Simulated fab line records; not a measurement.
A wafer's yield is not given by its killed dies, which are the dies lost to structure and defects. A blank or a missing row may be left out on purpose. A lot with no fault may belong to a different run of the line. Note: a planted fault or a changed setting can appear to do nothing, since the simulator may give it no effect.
Which of the tools did it? || flow sky130 || route of 708 steps, sampled at 1 step: 14 lots, 42 wafers

== WHAT EACH GAUGE READ, for each wafer ==
SKY_VIA4_OVL_MEAS_11.
{"lot": "L839", "measured": "day 43 23:34", "on": "overlay-02", "VIA4_OVL (nm)": "1.1 1.3 1.5"}
{"lot": "L838", "measured": "day 44 02:41", "on": "overlay-02", "VIA4_OVL (nm)": "0.0 -0.6 -1.9"}
{"lot": "L840", "measured": "day 44 06:52", "on": "overlay-01", "VIA4_OVL (nm)": "-0.2 1.1 0.2"}
{"lot": "L841", "measured": "day 44 08:10", "on": "overlay-01", "VIA4_OVL (nm)": "1.9 -0.4 0.0"}
{"lot": "L844", "measured": "day 45 08:49", "on": "overlay-01", "VIA4_OVL (nm)": "-0.4 -1.2 -1.3"}
{"lot": "L846", "measured": "day 45 10:15", "on": "overlay-02", "VIA4_OVL (nm)": "-1.0 -1.8 -1.3"}
{"lot": "L845", "measured": "day 45 10:34", "on": "overlay-01", "VIA4_OVL (nm)": "-0.9 -1.3 -1.5"}
{"lot": "L849", "measured": "day 46 07:51", "on": "overlay-01", "VIA4_OVL (nm)": "-0.6 -0.1 -0.2"}
{"lot": "L854", "measured": "day 47 05:24", "on": "overlay-02", "VIA4_OVL (nm)": "1.8 3.1 3.3"}
{"lot": "L857", "measured": "day 48 01:19", "on": "overlay-02", "VIA4_OVL (nm)": "0.8 1.6 0.1"}
{"lot": "L858", "measured": "day 48 09:11", "on": "overlay-02", "VIA4_OVL (nm)": "-1.2 -0.2 0.5"}
{"lot": "L859", "measured": "day 48 13:43", "on": "overlay-01", "VIA4_OVL (nm)": "-1.7 -2.4 -0.7"}
{"lot": "L861", "measured": "day 48 17:49", "on": "overlay-02", "VIA4_OVL (nm)": "-1.8 -3.1 -2.4"}
{"lot": "L860", "measured": "day 48 22:22", "on": "overlay-01", "VIA4_OVL (nm)": "-2.4 -2.3 -2.1"}

== TOOL THAT RAN EACH LOT (tool first, then ch and the chambers of the sampled wafers, then the start) ==
The record holds no process step before these readings.

== AS READ BY THE TOOLS THEMSELVES (means over the sampled wafers that have a number; for cases with no such wafer, the mark the record gives instead) ==
The record holds no such reading with a usual standard deviation.

== THE ANSWER, worked out from the rows above alone ==
Rule: the usual values come from the lots themselves. Put in order of their means at a reading, lots are off if they are a third of the lots or fewer, leave a main group of 4 or more, and stand apart from it by a gap of 3 or more times the standard deviation of the main group's means; of several such gaps the widest counts. The tables above print the reading to a certain number of digits; a main group whose means all agree to those digits is not used. A lot without any number at a reading at which 4 lots or more have one is off too. Any other lot the step has rows for is counted as sound. After the gauges, taken in route order, come the tools' own readings; for these a lot's mean is taken, as printed above. At the first step where some lot is off, the reading lying furthest off is the one used; lots without a number count as furthest.
None of the lots is off at any reading shown; this tells nothing.

== WHAT THE SIMULATOR HAD PUT IN ==
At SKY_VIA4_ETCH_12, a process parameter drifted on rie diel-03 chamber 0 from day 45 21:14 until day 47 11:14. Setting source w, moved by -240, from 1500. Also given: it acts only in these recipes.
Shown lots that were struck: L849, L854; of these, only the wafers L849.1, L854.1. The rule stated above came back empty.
